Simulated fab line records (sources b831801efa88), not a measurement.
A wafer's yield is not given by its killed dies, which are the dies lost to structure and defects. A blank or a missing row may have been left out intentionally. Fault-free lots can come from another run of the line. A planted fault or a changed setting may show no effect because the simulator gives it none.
Code-filled problem report in 8D (eight disciplines) form || flow gf180mcu || the parts of the form that need people (team, actions taken, sign-off) are left out

1. PROBLEM STATEMENT
Wafers without a fault read 7.502e+12, standard deviation 8.1e+09; dose ions cm2 at GF_HV_LDD_IMPLANT_33 reads a mean of 8.102e+12 on 6 wafers belonging to 2 lots. That puts it +74 standard deviations away from the usual mean.
First observed at day 15 09:34: wafer L132.4, on implanter-03. At this step, 42 wafers from 14 lots have a number in the record. Rule for "out", or "out of limits": more than 4 standard deviations from the usual mean. The other wafers with a number count as sound.

2. WHAT IT IS, AND WHAT IT ISN'T
{"question": "which readings at this step", "is": "dose ions cm2", "is not": "-"}
{"question": "which lots", "is": "L132, L133", "is not": "L120, L121, L124, L125, L126, L130, L137, L138, L139, L140, L142, L143"}
{"question": "which wafers of those lots", "is": "all that have a number", "is not": "-"}
{"question": "read on which tools", "is": "implanter-03", "is not": "implanter-01, implanter-02"}
{"question": "when", "is": "from day 15 09:34", "is not": "up to then (18 sound wafers); but 18 sound wafers of L137, L138, L139, L140, L142, L143 came after"}

3. WHAT RULES OUT EACH SUSPECT
Counting: a tool stays on the suspect list if, at a process step up to the reading, it processed all lots that are out and no sound lot following the first of them.
- implanter-03 at GF_HV_LDD_IMPLANT_33: kept. It processed each lot that is out, first L132 at day 15 09:34, and no sound lot thereafter; up to then, the last sound lot it processed was L130 at day 14 18:55. Its own dose ions cm2 readings are out on those wafers.
The count leaves implanter-03 at GF_HV_LDD_IMPLANT_33.

4. THE CAUSE (what the simulator had put in)
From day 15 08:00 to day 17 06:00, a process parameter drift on implanter-03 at GF_HV_LDD_IMPLANT_33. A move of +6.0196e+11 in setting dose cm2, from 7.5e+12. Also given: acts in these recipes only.
After counting, this tool was the only one left.

5. THE EFFECT CHAIN, in route order
One row per reading whose mean, taken over the struck wafers that have a number, lies over 3 standard deviations from the usual. Only readings for which the record gives a usual standard deviation are gone through. hours: the time from each lot's start at the first step in this table that gives one to its start at this step, as a median over the lots. sigmas: the change in usual standard deviations.
{"hours": 0, "step": "GF_HV_LDD_IMPLANT_33", "reading": "dose ions cm2", "usual": 7.502e+12, "on struck wafers": 8.102e+12, "change": "+6.005e+11", "sigmas": "+74"}
{"hours": 0, "step": "GF_HV_LDD_IMPLANT_33", "reading": "faraday current uA", "usual": 42.4, "on struck wafers": 45.8, "change": "+3.4", "sigmas": "+3.8"}
Process steps it contains:
- GF_HV_LDD_IMPLANT_33
Later measuring or inspecting steps at which every struck wafer that the step has a row for has a number for every such reading, and none has moved that far: GF_SALICIDE_THK_MEAS_05.

6. WHAT WOULD HAVE CAUGHT IT SOONER
First out-of-limits reading in this record: day 15 09:34, which is 2 hours after fault onset at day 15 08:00.
